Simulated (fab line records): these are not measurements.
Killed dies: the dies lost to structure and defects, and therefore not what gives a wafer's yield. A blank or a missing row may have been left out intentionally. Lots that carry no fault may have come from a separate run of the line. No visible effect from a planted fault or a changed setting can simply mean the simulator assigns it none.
2 desks, one fault -- flow sky130 -- numbers are kept per desk, each desk with only its own; the story behind them comes last

AT THE METROLOGY DESK
What the gauges read for every lot (on any tool): the sampled wafers with a number, averaged. The brackets show how far a lot's mean lies from the usual mean; more than 4 standard deviations puts the lot out of limits, marked OUT.
Columns: A = NWELL_OXIDATION_THK at SKY_NWELL_THK_MEAS_02, usual 10.03 nm
lot,first seen here,A
L603,day 2 14:03,9.90
L605,day 2 23:50,10.14
L606,day 3 02:30,10.14
L607,day 3 08:16,10.07
L609,day 3 20:23,10.15
L611,day 4 07:31,9.90
L612,day 4 11:52,9.58
L613,day 4 15:25,9.93
L615,day 5 03:11,10.20
L618,day 5 18:40,10.04
L621,day 6 09:05,10.26
L626,day 7 12:38,10.21
L625,day 7 12:39,10.05
This desk's finding: nothing out of limits on any of the 13 lots.

FOR THE TOOL OWNER'S DESK: wet-bench-04
The tool's own readings at SKY_FIELD_ISO_WET_ETCH_30 (etches SiO2 in dHF, target depth 25 nm, time 50 s): means of the sampled wafers that have a number, for each lot that ran on this tool. The brackets show how far a lot's mean lies from the usual mean; more than 4 standard deviations puts the lot out of limits, marked OUT.
Columns: A = run-length-s at SKY_FIELD_ISO_WET_ETCH_30, usual 79 s
lot,first seen here,A
L603,day 2 11:08,75
L606,day 3 01:01,85
L611,day 4 04:47,77
L612,day 4 10:25,75
L615,day 5 01:22,77
L618,day 5 15:24,58 (-6.4) OUT
This desk's verdict: out of limits on L618, starting with L618 at day 5 15:24 (run-length-s at SKY_FIELD_ISO_WET_ETCH_30). L603, L606, L611, L612, L615 stayed within limits.

BROUGHT TOGETHER
On L618, at day 5 15:24, an alarm was possible from the tool owner's desk.
From the metrology desk's view, nothing was out of limits.
The metrology desk holds a record of L618, inside its limits.
On wet-bench-04, each named lot ran SKY_FIELD_ISO_WET_ETCH_30.

WHAT THE SIMULATOR HAD INSERTED
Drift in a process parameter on wet-bench-04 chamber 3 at SKY_FIELD_ISO_WET_ETCH_30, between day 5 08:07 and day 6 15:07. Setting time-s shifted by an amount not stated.
Shown lots that were struck: L618.
Time in hours from fault onset to the first out-of-limits reading at each desk: the tool owner's desk, 7.
